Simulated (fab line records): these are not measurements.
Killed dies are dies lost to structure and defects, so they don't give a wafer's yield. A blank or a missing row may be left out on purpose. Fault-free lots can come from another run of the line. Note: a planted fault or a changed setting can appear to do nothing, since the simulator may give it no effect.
Which tool was responsible? / flow gf180mcu / 6 lots, 18 wafers sampled, at 3 steps of a route of 602

WHAT THE GAUGES READ, wafer by wafer
GF_M4_THK_MEAS_06: measures by xrf.
lot=L156; measured=day 24 01:53; on=filmMetro-02; M4_ALCU_THK (nm)=447 439 448
lot=L160; measured=day 25 07:06; on=filmMetro-04; M4_ALCU_THK (nm)=462 441 458
lot=L164; measured=day 26 12:56; on=filmMetro-01; M4_ALCU_THK (nm)=436 443 434
lot=L168; measured=day 27 20:17; on=filmMetro-04; M4_ALCU_THK (nm)=457 450 448
lot=L172; measured=day 28 23:04; on=filmMetro-04; M4_ALCU_THK (nm)=452 538 526
lot=L174; measured=day 29 11:26; on=filmMetro-02; M4_ALCU_THK (nm)=443 446 454

WHICH TOOL RAN EACH LOT (tool, then ch and the chambers of the sampled wafers, then the start)
lot=L156; GF_V3_STRIP_18=plasmaAsher-04 ch 0,1, day 24 00:17; GF_M4_SPUTTER_02=pvdSputter-01, day 24 01:39
lot=L160; GF_V3_STRIP_18=plasmaAsher-01 ch 0,1, day 25 05:31; GF_M4_SPUTTER_02=pvdSputter-01, day 25 06:53
lot=L164; GF_V3_STRIP_18=plasmaAsher-01 ch 0,1, day 26 11:22; GF_M4_SPUTTER_02=pvdSputter-01, day 26 12:44
lot=L168; GF_V3_STRIP_18=plasmaAsher-01 ch 0,1, day 27 18:43; GF_M4_SPUTTER_02=pvdSputter-04, day 27 20:04
lot=L172; GF_V3_STRIP_18=plasmaAsher-01 ch 0,1, day 28 21:10; GF_M4_SPUTTER_02=pvdSputter-01, day 28 22:51
lot=L174; GF_V3_STRIP_18=plasmaAsher-03 ch 0,1, day 29 09:49; GF_M4_SPUTTER_02=pvdSputter-04, day 29 11:13
- GF_V3_STRIP_18: strips in O2/N2.
- GF_M4_SPUTTER_02: material AlCu, target thk 450 nm, time 23.9 s.

THE ANSWER, worked out from the rows above alone
Rule: the usual values come from the lots themselves. The widest of any qualifying gaps counts: lots, ordered by their means at a reading, are off when they make up no more than a third of the lots, leave a main group of 4 or more, and stand apart from it by 3 or more times the standard deviation of that group's means. A main group whose means are all the same, to the digits that the tables above print for the reading, isn't used. A lot without any number at a reading at which 4 lots or more have one is off too. Where the step has rows for the other lots, those lots are counted as sound.
Off: L172, at GF_M4_THK_MEAS_06 (M4_ALCU_THK). Mean 447 nm and standard deviation 5.6 in the main group.
If a tool, at a process step before that reading, ran all the lots that are off and no sound lot after the first of them, it fits. The gauges at GF_M4_THK_MEAS_06 are tried like those tools. Can't be told from this: 3 tools fit, plasmaAsher-01 at GF_V3_STRIP_18, pvdSputter-01 at GF_M4_SPUTTER_02, filmMetro-04 at GF_M4_THK_MEAS_06.

WHAT HAD BEEN PUT IN BY THE SIMULATOR
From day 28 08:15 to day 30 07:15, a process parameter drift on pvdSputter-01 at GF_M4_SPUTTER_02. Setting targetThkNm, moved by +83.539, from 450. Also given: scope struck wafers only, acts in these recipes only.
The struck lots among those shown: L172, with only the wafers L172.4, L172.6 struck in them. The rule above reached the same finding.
